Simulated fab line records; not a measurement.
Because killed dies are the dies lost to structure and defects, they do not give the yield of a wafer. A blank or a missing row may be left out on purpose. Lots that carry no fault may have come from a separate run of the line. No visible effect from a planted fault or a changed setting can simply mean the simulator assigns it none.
2 desks, one fault	flow sky130	what lay behind the numbers comes last; until then each desk has only its own

AT THE METROLOGY DESK
What the gauges read, lot by lot, whatever tool the lot ran on: means of the sampled wafers that have a number. A lot is out of limits, marked OUT, if its mean lies more than 4 standard deviations from the usual mean; the brackets give that distance.
Columns: A = cdNm at SKY_SD_N_CD_MEAS_07, usual 380.2 nm; B = SD_N_OVL at SKY_SD_N_OVL_MEAS_08, usual -1.7 nm; C = SD_N_TW at SKY_SD_N_TW_MEAS_12, usual 3972
lot	first seen here	A	B	C
L749	day 28 17:20	380.8	-1.9	3967
L754	day 31 00:50	379.0	-1.2	4016
L766	day 34 08:33	379.8	-2.7	3960
L767	day 34 08:50	382.3	-0.5	3998
L768	day 34 15:07	379.3	-1.7	3983
L769	day 34 20:59	382.1	-1.0	4007
L770	day 35 09:20	382.0	-0.6	3969
This desk found nothing out of limits on any of the 7 lots.

AT THE TOOL OWNER'S DESK: wetBench-01
The tool's own readings at SKY_SD_N_CLEAN_13 (cleans in SC1/SC2, time 150 s): means of the sampled wafers that have a number, for each lot that ran on this tool. A lot is out of limits, marked OUT, if its mean lies more than 4 standard deviations from the usual mean; the brackets give that distance.
Columns: A = runLengthS at SKY_SD_N_CLEAN_13, usual 178 s
lot	first seen here	A
L749	day 28 17:56	183
L754	day 31 01:27	185
L766	day 34 09:08	77 (-27) OUT
L767	day 34 09:26	75 (-27) OUT
L768	day 34 15:46	83 (-25) OUT
This desk's verdict: out of limits on L766, L767, L768, starting with L766 at day 34 09:08 (runLengthS at SKY_SD_N_CLEAN_13). Within limits: L749, L754.

TAKEN TOGETHER
The tool owner's desk could have raised an alarm at day 34 09:08, on L766, L767, L768.
At the metrology desk, nothing out of limits was observed.
The metrology desk holds a record of L766, L767, L768, inside its limits.
All the named lots went through SKY_SD_N_CLEAN_13 on wetBench-01.

WHAT HAD BEEN PUT IN BY THE SIMULATOR
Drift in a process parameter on wetBench-01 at SKY_SD_N_CLEAN_13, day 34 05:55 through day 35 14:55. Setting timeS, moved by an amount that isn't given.
Shown lots that were struck: L766, L767, L768.
How many hours passed from the start of the fault until each desk's first out-of-limits reading: the tool owner's desk, 3.
